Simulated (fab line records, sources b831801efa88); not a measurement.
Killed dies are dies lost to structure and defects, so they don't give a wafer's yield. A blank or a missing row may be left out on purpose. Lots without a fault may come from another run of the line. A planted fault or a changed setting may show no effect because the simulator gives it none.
Chamber matching | flow gf180mcu | GF_CONTACT_CMP_04 on cmp-01: 4 sister chambers
The step polishes SiO2. 8 wafers are shown with their chamber, then 11 later ones without.

WAFERS WITH THEIR CHAMBER
wafer  | chamber | motor_current_A (A) | time_to_endpoint_s (s)
L079.5 | 3       | 13.3                | 111
L081.3 | 0       | 12.6                | 116
L086.4 | 0       | 12.5                | 117
L086.6 | 2       | 10.7                | 120
L088.2 | 1       | 12.8                | 108
L088.4 | 3       | 14.0                | 116
L088.6 | 2       | 10.4                | 120
L089.2 | 1       | 13.1                | 110

WAFERS WITHOUT THEIR CHAMBER
wafer  | motor_current_A (A) | time_to_endpoint_s (s)
L089.3 | 10.7                | 114
L089.4 | 14.2                | 126
L092.1 | 12.6                | 112
L092.2 | 11.4                | 117
L092.5 | 13.5                | 115
L095.1 | 13.7                | 114
L095.3 | 13.9                | 118
L095.4 | 12.3                | 118
L097.1 | 13.7                | 112
L097.2 | 14.3                | 107
L097.4 | 10.9                | 115

WHICH CHAMBER EACH WENT THROUGH
wafer  | from the rows above          | in truth
L089.3 | 2                            | 2
L089.4 | can't be placed: 3 or 0      | 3
L092.1 | can't be placed: 1 or 0 or 3 | 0
L092.2 | can't be placed: 2 or 0      | 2
L092.5 | 3                            | 3
L095.1 | 3                            | 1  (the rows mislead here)
L095.3 | 3                            | 3
L095.4 | 0                            | 0
L097.1 | 3                            | 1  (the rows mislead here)
L097.2 | can't be placed: 3 or 1      | 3
L097.4 | 2                            | 2
Placed correctly: 5 of 11. Can't be placed from these rows: 4 (the true chamber is among the candidates in 4). Placed wrongly: 2.
How it was worked out, from the rows above alone: a wafer's distance from a chamber is the root of the sum, over the readings, of the square of ((its reading less the chamber's mean) divided by the reading's scatter). The wafer belongs to the nearest chamber; if the next one is less than 2 further off, it can't be placed. A chamber's mean is the mean of its shown wafers. The scatter: the root of (the sum of the squares of (reading less its chamber's mean) over the shown wafers, divided by (wafers less chambers)).
